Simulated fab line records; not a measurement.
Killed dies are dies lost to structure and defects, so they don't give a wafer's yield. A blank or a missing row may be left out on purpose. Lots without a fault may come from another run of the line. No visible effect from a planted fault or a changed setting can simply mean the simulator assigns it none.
Which tool is to blame? / flow gf180mcu / 12 lots (36 wafers sampled), 1 step of a 602-step route

## WHAT EACH GAUGE READ, for each wafer
GF_V1_THK_MEAS_03.
lot=L271; measured=day 16 20:58; on=filmMetro-03; V1_CVD_02_THK (nm)=841 845 864
lot=L272; measured=day 17 04:05; on=filmMetro-04; V1_CVD_02_THK (nm)=843 826 847
lot=L273; measured=day 17 15:50; on=filmMetro-04; V1_CVD_02_THK (nm)=837 851 853
lot=L274; measured=day 17 21:31; on=filmMetro-04; V1_CVD_02_THK (nm)=835 855 862
lot=L275; measured=day 18 18:07; on=filmMetro-02; V1_CVD_02_THK (nm)=846 842 865
lot=L276; measured=day 18 18:40; on=filmMetro-03; V1_CVD_02_THK (nm)=847 837 850
lot=L277; measured=day 19 06:10; on=filmMetro-02; V1_CVD_02_THK (nm)=847 858 856
lot=L278; measured=day 19 19:25; on=filmMetro-02; V1_CVD_02_THK (nm)=822 843 843
lot=L279; measured=day 20 17:49; on=filmMetro-04; V1_CVD_02_THK (nm)=819 829 836
lot=L282; measured=day 21 21:54; on=filmMetro-04; V1_CVD_02_THK (nm)=847 859 859
lot=L284; measured=day 22 08:36; on=filmMetro-02; V1_CVD_02_THK (nm)=850 857 852
lot=L285; measured=day 22 21:46; on=filmMetro-02; V1_CVD_02_THK (nm)=844 870 859

## EACH LOT AND THE TOOL THAT RAN IT (in order: tool; ch and the chambers of the sampled wafers; start)
Before these readings, the record contains no process step.

## AS READ BY THE TOOLS THEMSELVES (means over the sampled wafers that have a number; for cases with no such wafer, the mark the record gives instead)
The record holds no such reading with a usual standard deviation.

## THE ANSWER, worked out from the rows above alone
Rule: what is usual is taken from the lots themselves. The widest of any qualifying gaps counts: lots, ordered by their means at a reading, are off when they make up no more than a third of the lots, leave a main group of 4 or more, and stand apart from it by 3 or more times the standard deviation of that group's means. The tables above print the reading to a certain number of digits; a main group whose means all agree to those digits is not used. Also off: a lot with no number at a reading for which 4 or more lots have one. Any other lot the step has rows for is counted as sound. The gauges are gone through in route order, then the tools' own readings, and for those a lot's mean is taken as printed above. At the first step where some lot is off, the reading lying furthest off is the one used; lots without a number count as furthest.
No lot is off on any of the readings shown, so nothing can be concluded from this.

## WHAT THE SIMULATOR HAD INSERTED
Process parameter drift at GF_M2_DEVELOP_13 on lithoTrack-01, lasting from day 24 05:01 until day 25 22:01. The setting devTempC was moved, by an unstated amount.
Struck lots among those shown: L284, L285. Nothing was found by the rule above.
